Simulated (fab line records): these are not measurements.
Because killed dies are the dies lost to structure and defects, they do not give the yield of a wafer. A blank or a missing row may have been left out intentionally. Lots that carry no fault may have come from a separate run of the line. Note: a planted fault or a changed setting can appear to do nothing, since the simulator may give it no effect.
What tool caused it? | flow gf180mcu | 13 lots with 39 wafers sampled at 3 steps, on a route of 602 steps

## WHAT EACH GAUGE READ, for each wafer
GF_V1_BOW_MEAS_05. Usual: for V1_BOW the level is 82 um and the standard deviation is 8.4.
lot  | measured     | on           | V1_BOW (um) | flag
L661 | day 18 00:40 | filmMetro-02 | 84 85 82    | 
L662 | day 18 07:28 | filmMetro-02 | 98 90 91    | 
L663 | day 18 17:10 | filmMetro-04 | 76 78 79    | 
L664 | day 19 04:20 | filmMetro-04 | 79 76 78    | 
L665 | day 19 20:39 | filmMetro-02 | 82 69 71    | 
L671 | day 21 13:40 | filmMetro-02 | 79 81 86    | 
L672 | day 21 21:31 | filmMetro-01 | 93 85 84    | 
L675 | day 22 22:52 | filmMetro-02 | 80 71 77    | 
L679 | day 24 05:51 | filmMetro-04 | 82 87 82    | 
L680 | day 24 13:53 | filmMetro-01 | 76 96 86    | 
L681 | day 25 01:07 | filmMetro-02 | 92 88 89    | 
L682 | day 25 04:46 | filmMetro-04 | 81 78 85    | 
L683 | day 25 12:55 | filmMetro-04 | 77 68 67    | 

GF_V1_CD_MEAS_14 targets a cd of 260 nm. Usual: 260.1 nm for cdNm, sd 1.3.
lot  | measured     | on       | cdNm (nm)         | flag
L661 | day 19 00:16 | cdSem-02 | 259.6 259.9 259.9 | 
L662 | day 19 08:08 | cdSem-01 | 260.6 260.6 262.3 | 
L663 | day 19 18:05 | cdSem-02 | 260.8 261.5 259.5 | 
L664 | day 20 05:04 | cdSem-01 | 260.1 259.1 260.7 | 
L665 | day 20 21:48 | cdSem-01 | 258.4 258.6 258.9 | 
L671 | day 22 13:26 | cdSem-01 | 259.3 260.1 259.3 | 
L672 | day 22 20:56 | cdSem-02 | 259.3 260.1 259.1 | 
L675 | day 23 21:58 | cdSem-02 | 261.0 261.0 259.7 | 
L679 | day 25 04:35 | cdSem-02 | 262.3 260.5 262.4 | 
L680 | day 25 11:46 | cdSem-02 | 260.2 258.3 260.7 | 
L681 | day 25 22:32 | cdSem-02 | 260.0 258.8 259.2 | 
L682 | day 26 02:27 | cdSem-01 | 260.5 260.7 261.0 | 
L683 | day 26 09:29 | cdSem-02 | 259.0 260.5 259.2 | 

## WHAT TOOL EACH LOT RAN ON (gives the tool, then ch and the chambers of the sampled wafers, and finally the start)
lot  | GF_M1_SPUTTER_01
L661 | pvdSputter-04, day 17 00:27
L662 | pvdSputter-01, day 17 06:14
L663 | pvdSputter-02, day 17 13:22
L664 | pvdSputter-04, day 18 02:51
L665 | pvdSputter-04, day 18 18:15
L671 | pvdSputter-01, day 20 11:59
L672 | pvdSputter-02, day 20 20:17
L675 | pvdSputter-02, day 21 21:44
L679 | pvdSputter-02, day 23 06:06
L680 | pvdSputter-04, day 23 14:22
L681 | pvdSputter-02, day 24 01:59
L682 | pvdSputter-04, day 24 04:59
L683 | pvdSputter-04, day 24 13:31
- GF_M1_SPUTTER_01: material TiN, target thk 30 nm, time 25 s.

## WHAT THE TOOLS THEMSELVES READ (means of the sampled wafers that have a number; where no wafer has one, the mark that the record gives instead)
GF_M1_SPUTTER_01. Usual: cathodeDcPowerW 6500.0 W, standard deviation 1.2; chamberPressurePa 0.4000 Pa, standard deviation 0.00077; throttleValvePct 29.6 %, standard deviation 1.1.
lot  | tool          | cathodeDcPowerW (W) | chamberPressurePa (Pa) | throttleValvePct (%) | flag
L661 | pvdSputter-04 | 6499.4              | 0.4004                 | 28.6                 | 
L662 | pvdSputter-01 | 6499.4              | 0.4008                 | 30.1                 | 
L663 | pvdSputter-02 | 6499.9              | 0.3992                 | 29.9                 | 
L664 | pvdSputter-04 | 6499.6              | 0.3996                 | 28.9                 | 
L665 | pvdSputter-04 | 6499.7              | 0.4001                 | 28.7                 | 
L671 | pvdSputter-01 | 6499.4              | 0.4008                 | 30.2                 | 
L672 | pvdSputter-02 | 6499.5              | 0.3998                 | 29.3                 | 
L675 | pvdSputter-02 | 6499.5              | 0.3999                 | 29.0                 | 
L679 | pvdSputter-02 | 6500.5              | 0.4003                 | 28.8                 | 
L680 | pvdSputter-04 | 6500.6              | 0.3998                 | 29.7                 | 
L681 | pvdSputter-02 | 6500.2              | 0.3997                 | 29.3                 | 
L682 | pvdSputter-04 | 6499.6              | 0.3992                 | 28.9                 | 
L683 | pvdSputter-04 | 6500.1              | 0.4002                 | 29.4                 | 

## THE ANSWER, worked out from the rows above alone
Rule: a lot is off if the mean of its wafers that have a number lies more than 3 standard deviations from the usual mean. Also off: a lot with no number at a reading for which 4 or more lots have one. Any other lot the step has rows for is counted as sound. First the gauges in route order, then the tools' own readings, where a lot's mean is used as printed above. The first step at which some lot is off is used, and at that step the reading that is off furthest; a lot without a number counts as furthest.
None of the lots is off at any reading shown; this tells nothing.

## WHAT THE SIMULATOR HAD PUT IN
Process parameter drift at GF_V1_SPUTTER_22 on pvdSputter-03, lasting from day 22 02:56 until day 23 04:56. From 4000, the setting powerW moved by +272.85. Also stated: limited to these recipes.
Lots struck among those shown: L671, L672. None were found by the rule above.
